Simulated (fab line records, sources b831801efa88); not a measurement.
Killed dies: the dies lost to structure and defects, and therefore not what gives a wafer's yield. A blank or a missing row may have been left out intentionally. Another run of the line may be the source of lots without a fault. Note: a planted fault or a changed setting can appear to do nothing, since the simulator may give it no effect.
A struck lot beside a sound one    flow sky130    15 steps out of a route of 708
Sound: the wafers L537.2, L537.3, L537.6. Wafers struck: L530.1, L530.2, L530.3. Last of all comes the cause.
Per side, at each step with rows, come the tool, then ch with its chambers, and then its first start. Under that, the readings that differ: sound wafers    struck wafers    difference of the means    sigmas: that difference in standard deviations of wafers without a fault.
alike: same words and numbers on both sides, and readings whose means sit less than 2 such deviations apart. not compared: any withheld reading, any reading some wafer has no value for, any bound like >300 that may hide the same value, and any number with overlapping values for which the record gives no deviation.
The two part at a step that has a row with sigmas, a row that says differs or no value, or rows on one side only. Numbers that have no deviation but don't overlap get no sigmas and don't part them. A reading that every wafer of one side lacks parts them only if that side has two wafers or more.

SKY_POLY_GATE_ETCH_17: etches poly-Si in HBr/Cl2, stops on SiO2, target depth 180 nm, time 70.5 s.
  sound on rie_si-02 ch 0,2, day 23 14:30; struck on rie_si-01 ch 0,2,3, day 21 06:19
  alike: drypump_motor_current_A, oes_product_au, throttle_valve_pct
  not compared: rf_hours_counter_h
SKY_POLY_GATE_STRIP_18: strips in O2/N2.
  sound on plasma_asher-01 ch 0,1, day 23 14:34; struck on plasma_asher-02 ch 0,1, day 21 06:22
  alike: drypump_motor_current_A, oes_product_au, strip_time_to_endpoint_s
  not compared: rf_hours_counter_h
then, 2 steps without rows for these wafers: SKY_POLY_GATE_CLEAN_19 (cleans in SC1/SC2, time 150 s); SKY_POLY_GATE_OXIDATION_20 (stabilise 600 s, purge 300 s, target thk 4 nm).
SKY_POLY_GATE_THK_MEAS_21:
  sound on film_metro-04, day 23 15:59; struck on film_metro-04, day 21 07:46
  alike: POLY_GATE_OXIDATION_THK
SKY_POLY_GATE_CD_MEAS_22:
  sound on cd_sem-02, day 23 16:03; struck on cd_sem-02, day 21 07:50
  alike: cd_nm
then, 6 steps without rows for these wafers: SKY_LDD_N_DEHYDRATE_00 (time 60 s); SKY_LDD_N_HMDS_01 (prime time 60 s); SKY_LDD_N_COAT_02 (resist thk 300 nm); SKY_LDD_N_SOFTBAKE_03 (time 60 s); SKY_LDD_N_EXPOSE_04 (exposes mask NTM, target cd 840 nm); SKY_LDD_N_PEB_05.
SKY_LDD_N_DEVELOP_06: develop time 60 s.
  sound on litho_track-02 ch 0, day 24 21:24; struck on litho_track-04 ch 0, day 22 13:55
reading               sound              struck             difference  sigmas
developer_temp_C (C)  22.91 22.91 22.73  24.09 24.11 23.97  +1.21       +12
SKY_LDD_N_OVL_MEAS_07:
  sound on overlay-02, day 24 21:32; struck on overlay-02, day 22 14:04
  alike: LDD_N_OVL
SKY_PAD_OPEN_PROBE_99:
  the record has rows for the sound wafers here (prober-02, day 50 11:47) and none for the struck ones

WHERE THEY PART
At SKY_LDD_N_DEVELOP_06 first; at SKY_PAD_OPEN_PROBE_99 last (within this record only).

WHY: whatever the simulator had introduced
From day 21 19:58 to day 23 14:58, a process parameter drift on litho_track-04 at SKY_LDD_N_DEVELOP_06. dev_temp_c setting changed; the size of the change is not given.
